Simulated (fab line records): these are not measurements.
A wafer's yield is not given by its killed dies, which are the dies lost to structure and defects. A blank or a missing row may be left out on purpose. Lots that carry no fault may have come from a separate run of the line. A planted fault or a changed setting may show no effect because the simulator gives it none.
Which of the tools did it? :: flow gf180mcu :: 24 lots, 72 wafers sampled, at 6 steps of a route of 602

== WHAT THE GAUGES READ, wafer by wafer ==
GF_STI_THK_MEAS_22.
lot: L074
measured: day 2 02:56
on: film-metro-03
STI_OXIDATION_01_THK (nm): 14.56 14.62 14.47

lot: L075
measured: day 2 09:29
on: film-metro-03
STI_OXIDATION_01_THK (nm): 14.97 15.02 14.99

lot: L076
measured: day 2 14:20
on: film-metro-03
STI_OXIDATION_01_THK (nm): 15.02 14.95 14.86

lot: L077
measured: day 2 18:40
on: film-metro-01
STI_OXIDATION_01_THK (nm): 14.81 14.82 15.11

lot: L078
measured: day 2 23:53
on: film-metro-01
STI_OXIDATION_01_THK (nm): 15.62 15.14 15.46

lot: L079
measured: day 3 09:38
on: film-metro-02
STI_OXIDATION_01_THK (nm): 14.94 14.84 14.86

lot: L080
measured: day 3 10:18
on: film-metro-03
STI_OXIDATION_01_THK (nm): 14.87 15.03 14.89

lot: L081
measured: day 3 15:34
on: film-metro-01
STI_OXIDATION_01_THK (nm): 14.93 14.81 14.82

lot: L082
measured: day 3 21:57
on: film-metro-01
STI_OXIDATION_01_THK (nm): 15.11 15.19 15.22

lot: L083
measured: day 4 02:47
on: film-metro-01
STI_OXIDATION_01_THK (nm): 15.40 15.55 15.61

lot: L084
measured: day 4 07:07
on: film-metro-02
STI_OXIDATION_01_THK (nm): 15.29 14.88 15.14

lot: L085
measured: day 4 12:38
on: film-metro-03
STI_OXIDATION_01_THK (nm): 15.67 15.55 15.50

lot: L086
measured: day 4 17:24
on: film-metro-03
STI_OXIDATION_01_THK (nm): 15.57 15.27 15.52

lot: L087
measured: day 4 21:53
on: film-metro-03
STI_OXIDATION_01_THK (nm): 15.18 15.38 14.99

lot: L088
measured: day 5 03:56
on: film-metro-01
STI_OXIDATION_01_THK (nm): 14.95 15.07 15.05

lot: L089
measured: day 5 09:19
on: film-metro-02
STI_OXIDATION_01_THK (nm): 15.50 15.56 15.50

lot: L090
measured: day 5 13:31
on: film-metro-01
STI_OXIDATION_01_THK (nm): 15.24 15.62 15.58

lot: L091
measured: day 5 19:23
on: film-metro-02
STI_OXIDATION_01_THK (nm): 15.27 14.94 15.10

lot: L092
measured: day 5 23:56
on: film-metro-03
STI_OXIDATION_01_THK (nm): 14.97 14.99 14.85

lot: L093
measured: day 6 04:37
on: film-metro-03
STI_OXIDATION_01_THK (nm): 15.44 15.41 15.31

lot: L094
measured: day 6 10:18
on: film-metro-01
STI_OXIDATION_01_THK (nm): 15.28 14.94 15.33

lot: L095
measured: day 6 17:39
on: film-metro-03
STI_OXIDATION_01_THK (nm): 15.28 15.35 15.25

lot: L096
measured: day 6 20:23
on: film-metro-01
STI_OXIDATION_01_THK (nm): 15.22 15.05 15.22

lot: L097
measured: day 7 02:13
on: film-metro-02
STI_OXIDATION_01_THK (nm): 15.54 15.21 15.31

GF_NWELL_OVL_MEAS_07.
lot: L074
measured: day 3 06:29
on: overlay-01
NWELL_OVL (nm): -0.7 0.1 0.4

lot: L075
measured: day 3 14:02
on: overlay-02
NWELL_OVL (nm): 1.6 0.3 1.1

lot: L076
measured: day 3 18:31
on: overlay-01
NWELL_OVL (nm): -1.3 -1.7 -1.8

lot: L077
measured: day 3 22:12
on: overlay-02
NWELL_OVL (nm): 0.2 0.1 1.8

lot: L078
measured: day 4 04:23
on: overlay-01
NWELL_OVL (nm): 0.3 -0.1 -0.8

lot: L079
measured: day 4 15:10
on: overlay-01
NWELL_OVL (nm): 1.8 -1.8 0.0

lot: L080
measured: day 4 17:03
on: overlay-02
NWELL_OVL (nm): -1.5 -3.7 0.5

lot: L081
measured: day 4 22:02
on: overlay-02
NWELL_OVL (nm): 0.9 1.8 2.5

lot: L082
measured: day 5 06:27
on: overlay-02
NWELL_OVL (nm): 0.6 1.5 0.3

lot: L083
measured: day 5 09:53
on: overlay-01
NWELL_OVL (nm): 1.4 0.6 1.0

lot: L084
measured: day 5 15:28
on: overlay-01
NWELL_OVL (nm): -1.1 3.0 -0.2

lot: L085
measured: day 5 19:03
on: overlay-01
NWELL_OVL (nm): -1.6 -0.2 2.4

lot: L086
measured: day 6 01:37
on: overlay-02
NWELL_OVL (nm): 0.2 -1.0 -0.9

lot: L087
measured: day 6 06:20
on: overlay-02
NWELL_OVL (nm): 3.3 2.6 1.9

lot: L088
measured: day 6 11:43
on: overlay-02
NWELL_OVL (nm): 2.0 2.0 1.6

lot: L089
measured: day 6 17:17
on: overlay-01
NWELL_OVL (nm): -0.3 0.3 2.1

lot: L090
measured: day 6 22:02
on: overlay-02
NWELL_OVL (nm): 0.8 -0.6 1.5

lot: L091
measured: day 7 04:23
on: overlay-02
NWELL_OVL (nm): -1.4 -1.4 0.2

lot: L092
measured: day 7 09:55
on: overlay-01
NWELL_OVL (nm): 1.6 1.2 -0.3

lot: L093
measured: day 7 15:07
on: overlay-02
NWELL_OVL (nm): 2.1 1.0 0.7

lot: L094
measured: day 7 19:29
on: overlay-02
NWELL_OVL (nm): -0.5 1.5 1.2

lot: L095
measured: day 8 02:25
on: overlay-01
NWELL_OVL (nm): -0.4 -0.2 -1.4

lot: L096
measured: day 8 04:55
on: overlay-02
NWELL_OVL (nm): 0.1 -0.8 0.2

lot: L097
measured: day 8 08:50
on: overlay-01
NWELL_OVL (nm): 2.3 0.0 1.8

GF_CONTACT_THK_MEAS_01.
lot: L074
measured: day 14 21:19
on: film-metro-02
CONTACT_CVD_00_THK (nm): 304 306 305

lot: L075
measured: day 15 10:58
on: film-metro-04
CONTACT_CVD_00_THK (nm): 304 300 301

lot: L076
measured: day 15 12:27
on: film-metro-04
CONTACT_CVD_00_THK (nm): 304 306 302

lot: L077
measured: day 15 17:48
on: film-metro-04
CONTACT_CVD_00_THK (nm): 300 296 302

lot: L078
measured: day 16 05:29
on: film-metro-02
CONTACT_CVD_00_THK (nm): 299 301 305

lot: L079
measured: day 16 11:35
on: film-metro-02
CONTACT_CVD_00_THK (nm): 294 303 291

lot: L080
measured: day 16 18:04
on: film-metro-04
CONTACT_CVD_00_THK (nm): 298 294 304

lot: L081
measured: day 17 08:23
on: film-metro-02
CONTACT_CVD_00_THK (nm): 296 299 297

lot: L082
measured: day 17 18:26
on: film-metro-02
CONTACT_CVD_00_THK (nm): 299 302 296

lot: L083
measured: day 18 08:46
on: film-metro-01
CONTACT_CVD_00_THK (nm): 300 304 296

lot: L084
measured: day 18 09:02
on: film-metro-01
CONTACT_CVD_00_THK (nm): 306 304 304

lot: L085
measured: day 18 16:08
on: film-metro-01
CONTACT_CVD_00_THK (nm): 306 303 305

lot: L086
measured: day 18 23:55
on: film-metro-01
CONTACT_CVD_00_THK (nm): 301 302 307

lot: L087
measured: day 19 19:35
on: film-metro-02
CONTACT_CVD_00_THK (nm): 301 301 303

lot: L088
measured: day 19 20:56
on: film-metro-01
CONTACT_CVD_00_THK (nm): 301 293 298

lot: L089
measured: day 20 19:10
on: film-metro-04
CONTACT_CVD_00_THK (nm): 302 295 298

lot: L090
measured: day 20 19:28
on: film-metro-04
CONTACT_CVD_00_THK (nm): 299 298 304

lot: L091
measured: day 21 04:32
on: film-metro-01
CONTACT_CVD_00_THK (nm): 293 298 297

lot: L092
measured: day 21 16:55
on: film-metro-02
CONTACT_CVD_00_THK (nm): 299 293 292

lot: L093
measured: day 21 16:47
on: film-metro-02
CONTACT_CVD_00_THK (nm): 303 302 304

lot: L094
measured: day 21 23:05
on: film-metro-04
CONTACT_CVD_00_THK (nm): 304 304 304

lot: L095
measured: day 22 11:29
on: film-metro-02
CONTACT_CVD_00_THK (nm): 299 299 304

lot: L096
measured: day 22 12:39
on: film-metro-02
CONTACT_CVD_00_THK (nm): 305 298 302

lot: L097
measured: day 23 01:38
on: film-metro-02
CONTACT_CVD_00_THK (nm): 300 305 300

GF_M3_CD_MEAS_14: target cd 280 nm.
lot: L074
measured: day 21 04:17
on: cd-sem-02
cd-nm (nm): 279.4 281.2 279.8

lot: L075
measured: day 21 20:05
on: cd-sem-01
cd-nm (nm): 280.5 281.2 280.5

lot: L076
measured: day 21 21:25
on: cd-sem-01
cd-nm (nm): 282.1 282.1 282.8

lot: L077
measured: day 22 03:21
on: cd-sem-02
cd-nm (nm): 281.6 280.5 281.4

lot: L078
measured: day 22 12:48
on: cd-sem-01
cd-nm (nm): 279.6 280.1 281.7

lot: L079
measured: day 22 19:58
on: cd-sem-02
cd-nm (nm): 283.4 282.9 282.6

lot: L080
measured: day 23 01:55
on: cd-sem-02
cd-nm (nm): 282.4 283.1 281.8

lot: L081
measured: day 23 15:39
on: cd-sem-02
cd-nm (nm): 280.7 281.6 279.5

lot: L082
measured: day 24 01:13
on: cd-sem-02
cd-nm (nm): 280.4 279.0 279.6

lot: L083
measured: day 24 13:16
on: cd-sem-01
cd-nm (nm): 280.4 279.9 280.3

lot: L084
measured: day 24 14:46
on: cd-sem-01
cd-nm (nm): 279.5 279.2 279.5

lot: L085
measured: day 24 21:42
on: cd-sem-01
cd-nm (nm): 280.5 280.2 280.3

lot: L086
measured: day 25 04:52
on: cd-sem-01
cd-nm (nm): 280.5 281.5 281.2

lot: L087
measured: day 25 20:58
on: cd-sem-02
cd-nm (nm): 279.6 278.8 280.9

lot: L088
measured: day 25 22:29
on: cd-sem-02
cd-nm (nm): 278.6 278.2 279.0

lot: L089
measured: day 26 16:17
on: cd-sem-01
cd-nm (nm): 279.0 278.1 279.9

lot: L090
measured: day 26 17:26
on: cd-sem-02
cd-nm (nm): 281.5 282.4 281.8

lot: L091
measured: day 27 00:11
on: cd-sem-01
cd-nm (nm): 278.1 278.5 278.0

lot: L092
measured: day 27 11:19
on: cd-sem-01
cd-nm (nm): 279.6 280.1 280.9

lot: L093
measured: day 27 09:32
on: cd-sem-01
cd-nm (nm): 280.6 281.9 281.8

lot: L094
measured: day 27 16:10
on: cd-sem-01
cd-nm (nm): 279.2 278.3 279.5

lot: L095
measured: day 28 01:14
on: cd-sem-02
cd-nm (nm): 280.1 281.5 280.5

lot: L096
measured: day 28 04:17
on: cd-sem-01
cd-nm (nm): 279.4 279.3 279.2

lot: L097
measured: day 28 15:37
on: cd-sem-02
cd-nm (nm): 280.7 281.1 282.0

GF_PASSIVATION_THK_MEAS_03.
lot: L074
measured: day 28 00:31
on: film-metro-02
PASSIVATION_CVD_02_THK (nm): 677 690 698

lot: L075
measured: day 28 12:50
on: film-metro-02
PASSIVATION_CVD_02_THK (nm): 683 688 694

lot: L076
measured: day 28 13:34
on: film-metro-01
PASSIVATION_CVD_02_THK (nm): 695 683 704

lot: L077
measured: day 28 18:08
on: film-metro-01
PASSIVATION_CVD_02_THK (nm): 696 705 703

lot: L078
measured: day 29 01:48
on: film-metro-02
PASSIVATION_CVD_02_THK (nm): 701 717 710

lot: L079
measured: day 29 08:19
on: film-metro-04
PASSIVATION_CVD_02_THK (nm): 684 702 689

lot: L080
measured: day 29 14:21
on: film-metro-04
PASSIVATION_CVD_02_THK (nm): 702 712 713

lot: L081
measured: day 30 01:10
on: film-metro-04
PASSIVATION_CVD_02_THK (nm): 696 695 705

lot: L082
measured: day 30 08:55
on: film-metro-01
PASSIVATION_CVD_02_THK (nm): 699 703 698

lot: L083
measured: day 30 18:47
on: film-metro-01
PASSIVATION_CVD_02_THK (nm): 687 702 698

lot: L084
measured: day 30 19:11
on: film-metro-04
PASSIVATION_CVD_02_THK (nm): 687 706 708

lot: L085
measured: day 31 01:41
on: film-metro-01
PASSIVATION_CVD_02_THK (nm): 694 714 708

lot: L086
measured: day 31 08:02
on: film-metro-01
PASSIVATION_CVD_02_THK (nm): 681 693 690

lot: L087
measured: day 31 20:52
on: film-metro-02
PASSIVATION_CVD_02_THK (nm): 701 710 713

lot: L088
measured: day 31 22:36
on: film-metro-04
PASSIVATION_CVD_02_THK (nm): 688 685 696

lot: L089
measured: day 32 11:11
on: film-metro-01
PASSIVATION_CVD_02_THK (nm): 704 683 693

lot: L090
measured: day 32 12:47
on: film-metro-04
PASSIVATION_CVD_02_THK (nm): 693 697 713

lot: L091
measured: day 32 19:12
on: film-metro-01
PASSIVATION_CVD_02_THK (nm): 691 686 695

lot: L092
measured: day 33 04:01
on: film-metro-01
PASSIVATION_CVD_02_THK (nm): 706 687 714

lot: L093
measured: day 33 02:56
on: film-metro-02
PASSIVATION_CVD_02_THK (nm): 696 715 712

lot: L094
measured: day 33 08:22
on: film-metro-01
PASSIVATION_CVD_02_THK (nm): 688 701 710

lot: L095
measured: day 33 15:31
on: film-metro-04
PASSIVATION_CVD_02_THK (nm): 678 691 694

lot: L096
measured: day 33 16:58
on: film-metro-02
PASSIVATION_CVD_02_THK (nm): 687 689 703

lot: L097
measured: day 34 02:28
on: film-metro-02
PASSIVATION_CVD_02_THK (nm): 703 711 714

== TOOL THAT RAN EACH LOT (tool first, then ch and the chambers of the sampled wafers, then the start) ==
lot: L074
GF_M5_ETCH_09: rie-diel-04 ch 1,3, day 26 02:43

lot: L075
GF_M5_ETCH_09: rie-diel-03 ch 0,1,3, day 26 15:35

lot: L076
GF_M5_ETCH_09: rie-diel-04 ch 1,2,3, day 26 17:55

lot: L077
GF_M5_ETCH_09: rie-diel-04 ch 0,3, day 26 20:47

lot: L078
GF_M5_ETCH_09: rie-diel-02 ch 2,3, day 27 05:43

lot: L079
GF_M5_ETCH_09: rie-diel-04 ch 1,2,3, day 27 11:53

lot: L080
GF_M5_ETCH_09: rie-diel-03 ch 0,1,3, day 27 17:56

lot: L081
GF_M5_ETCH_09: rie-diel-02 ch 0,1,3, day 28 06:25

lot: L082
GF_M5_ETCH_09: rie-diel-04 ch 0,3, day 28 15:40

lot: L083
GF_M5_ETCH_09: rie-diel-03 ch 0,1,3, day 29 01:40

lot: L084
GF_M5_ETCH_09: rie-diel-02 ch 0,2,3, day 29 01:56

lot: L085
GF_M5_ETCH_09: rie-diel-04 ch 0,2,3, day 29 09:28

lot: L086
GF_M5_ETCH_09: rie-diel-02 ch 0,2,3, day 29 16:01

lot: L087
GF_M5_ETCH_09: rie-diel-03 ch 0,2,3, day 30 05:19

lot: L088
GF_M5_ETCH_09: rie-diel-03 ch 0,2,3, day 30 08:14

lot: L089
GF_M5_ETCH_09: rie-diel-02 ch 0,1,2, day 30 21:37

lot: L090
GF_M5_ETCH_09: rie-diel-03 ch 1,2, day 30 23:11

lot: L091
GF_M5_ETCH_09: rie-diel-04 ch 1,3, day 31 05:40

lot: L092
GF_M5_ETCH_09: rie-diel-02 ch 0,1,2, day 31 16:02

lot: L093
GF_M5_ETCH_09: rie-diel-03 ch 1,2, day 31 13:42

lot: L094
GF_M5_ETCH_09: rie-diel-04 ch 0,3, day 31 20:02

lot: L095
GF_M5_ETCH_09: rie-diel-03 ch 0,1,2, day 32 02:29

lot: L096
GF_M5_ETCH_09: rie-diel-03 ch 0,1,2, day 32 05:08

lot: L097
GF_M5_ETCH_09: rie-diel-04 ch 0,2, day 32 15:06
- GF_M5_ETCH_09: etches Si3N4 in CF4/O2, target depth 52 nm, time 11.6 s.

== WHAT THE TOOLS THEMSELVES READ (means of the sampled wafers that have a number; where no wafer has one, the mark that the record gives instead) ==
GF_M5_ETCH_09.
lot: L074
tool: rie-diel-04
O2_flow_sccm (sccm): 10.008
chamber-pressure-mTorr (mTorr): 149.99
drypump-motor-current-A (A): 5.9
oes-product-au (a.u.): 1.012
rf-fwd-power-W (W): 786
throttle-valve-pct (%): 5.979

lot: L075
tool: rie-diel-03
O2_flow_sccm (sccm): 9.999
chamber-pressure-mTorr (mTorr): 150.00
drypump-motor-current-A (A): 5.3
oes-product-au (a.u.): 1.012
rf-fwd-power-W (W): 787
throttle-valve-pct (%): 5.969

lot: L076
tool: rie-diel-04
O2_flow_sccm (sccm): 10.000
chamber-pressure-mTorr (mTorr): 150.05
drypump-motor-current-A (A): 5.7
oes-product-au (a.u.): 0.994
rf-fwd-power-W (W): 784
throttle-valve-pct (%): 5.960

lot: L077
tool: rie-diel-04
O2_flow_sccm (sccm): 9.997
chamber-pressure-mTorr (mTorr): 150.01
drypump-motor-current-A (A): 6.3
oes-product-au (a.u.): 0.991
rf-fwd-power-W (W): 789
throttle-valve-pct (%): 5.970

lot: L078
tool: rie-diel-02
O2_flow_sccm (sccm): 9.960
chamber-pressure-mTorr (mTorr): 150.10
drypump-motor-current-A (A): 5.5
oes-product-au (a.u.): 1.003
rf-fwd-power-W (W): 789
throttle-valve-pct (%): 5.969

lot: L079
tool: rie-diel-04
O2_flow_sccm (sccm): 10.009
chamber-pressure-mTorr (mTorr): 149.97
drypump-motor-current-A (A): 5.7
oes-product-au (a.u.): 0.996
rf-fwd-power-W (W): 786
throttle-valve-pct (%): 5.967

lot: L080
tool: rie-diel-03
O2_flow_sccm (sccm): 10.016
chamber-pressure-mTorr (mTorr): 149.91
drypump-motor-current-A (A): 5.3
oes-product-au (a.u.): 1.016
rf-fwd-power-W (W): 785
throttle-valve-pct (%): 5.970

lot: L081
tool: rie-diel-02
O2_flow_sccm (sccm): 10.009
chamber-pressure-mTorr (mTorr): 150.02
drypump-motor-current-A (A): 5.6
oes-product-au (a.u.): 1.000
rf-fwd-power-W (W): 787
throttle-valve-pct (%): 5.975

lot: L082
tool: rie-diel-04
O2_flow_sccm (sccm): 9.981
chamber-pressure-mTorr (mTorr): 150.07
drypump-motor-current-A (A): 6.2
oes-product-au (a.u.): 0.985
rf-fwd-power-W (W): 792
throttle-valve-pct (%): 5.970

lot: L083
tool: rie-diel-03
O2_flow_sccm (sccm): 9.986
chamber-pressure-mTorr (mTorr): 149.87
drypump-motor-current-A (A): 5.3
oes-product-au (a.u.): 1.009
rf-fwd-power-W (W): 784
throttle-valve-pct (%): 5.973

lot: L084
tool: rie-diel-02
O2_flow_sccm (sccm): 10.005
chamber-pressure-mTorr (mTorr): 149.91
drypump-motor-current-A (A): 5.5
oes-product-au (a.u.): 0.999
rf-fwd-power-W (W): 790
throttle-valve-pct (%): 5.975

lot: L085
tool: rie-diel-04
O2_flow_sccm (sccm): 10.007
chamber-pressure-mTorr (mTorr): 149.99
drypump-motor-current-A (A): 6.1
oes-product-au (a.u.): 0.988
rf-fwd-power-W (W): 788
throttle-valve-pct (%): 5.973

lot: L086
tool: rie-diel-02
O2_flow_sccm (sccm): 10.000
chamber-pressure-mTorr (mTorr): 149.85
drypump-motor-current-A (A): 5.5
oes-product-au (a.u.): 0.996
rf-fwd-power-W (W): 787
throttle-valve-pct (%): 5.968

lot: L087
tool: rie-diel-03
O2_flow_sccm (sccm): 10.025
chamber-pressure-mTorr (mTorr): 150.11
drypump-motor-current-A (A): 5.5
oes-product-au (a.u.): 1.015
rf-fwd-power-W (W): 782
throttle-valve-pct (%): 5.963

lot: L088
tool: rie-diel-03
O2_flow_sccm (sccm): 9.979
chamber-pressure-mTorr (mTorr): 150.00
drypump-motor-current-A (A): 5.5
oes-product-au (a.u.): 1.002
rf-fwd-power-W (W): 780
throttle-valve-pct (%): 5.964

lot: L089
tool: rie-diel-02
O2_flow_sccm (sccm): 9.998
chamber-pressure-mTorr (mTorr): 149.98
drypump-motor-current-A (A): 5.2
oes-product-au (a.u.): 1.004
rf-fwd-power-W (W): 787
throttle-valve-pct (%): 5.969

lot: L090
tool: rie-diel-03
O2_flow_sccm (sccm): 10.034
chamber-pressure-mTorr (mTorr): 150.05
drypump-motor-current-A (A): 5.6
oes-product-au (a.u.): 1.014
rf-fwd-power-W (W): 785
throttle-valve-pct (%): 5.971

lot: L091
tool: rie-diel-04
O2_flow_sccm (sccm): 9.981
chamber-pressure-mTorr (mTorr): 149.94
drypump-motor-current-A (A): 5.4
oes-product-au (a.u.): 1.010
rf-fwd-power-W (W): 785
throttle-valve-pct (%): 5.968

lot: L092
tool: rie-diel-02
O2_flow_sccm (sccm): 10.000
chamber-pressure-mTorr (mTorr): 149.87
drypump-motor-current-A (A): 5.3
oes-product-au (a.u.): 1.001
rf-fwd-power-W (W): 788
throttle-valve-pct (%): 5.973

lot: L093
tool: rie-diel-03
O2_flow_sccm (sccm): 9.996
chamber-pressure-mTorr (mTorr): 150.02
drypump-motor-current-A (A): 5.3
oes-product-au (a.u.): 1.012
rf-fwd-power-W (W): 787
throttle-valve-pct (%): 5.972

lot: L094
tool: rie-diel-04
O2_flow_sccm (sccm): 9.986
chamber-pressure-mTorr (mTorr): 150.01
drypump-motor-current-A (A): 6.3
oes-product-au (a.u.): 0.995
rf-fwd-power-W (W): 786
throttle-valve-pct (%): 5.969

lot: L095
tool: rie-diel-03
O2_flow_sccm (sccm): 10.012
chamber-pressure-mTorr (mTorr): 150.07
drypump-motor-current-A (A): 5.4
oes-product-au (a.u.): 0.995
rf-fwd-power-W (W): 783
throttle-valve-pct (%): 5.970

lot: L096
tool: rie-diel-03
O2_flow_sccm (sccm): 10.043
chamber-pressure-mTorr (mTorr): 149.97
drypump-motor-current-A (A): 5.4
oes-product-au (a.u.): 0.997
rf-fwd-power-W (W): 787
throttle-valve-pct (%): 5.975

lot: L097
tool: rie-diel-04
O2_flow_sccm (sccm): 10.012
chamber-pressure-mTorr (mTorr): 150.15
drypump-motor-current-A (A): 6.0
oes-product-au (a.u.): 0.980
rf-fwd-power-W (W): 789
throttle-valve-pct (%): 5.962

== THE ANSWER, worked out from the rows above alone ==
Rule: the lots themselves supply what counts as usual. The widest of any qualifying gaps counts: lots, ordered by their means at a reading, are off when they make up no more than a third of the lots, leave a main group of 4 or more, and stand apart from it by 3 or more times the standard deviation of that group's means. The tables above print the reading to a certain number of digits; a main group whose means all agree to those digits is not used. Also off: a lot with no number at a reading for which 4 or more lots have one. Any other lot the step has rows for is counted as sound. First the gauges in route order, then the tools' own readings, where a lot's mean is used as printed above. The first step at which some lot is off is used, and at that step the reading that is off furthest; a lot without a number counts as furthest.
None of the lots is off at any reading shown; this tells nothing.

== WHAT WAS PUT IN BY THE SIMULATOR ==
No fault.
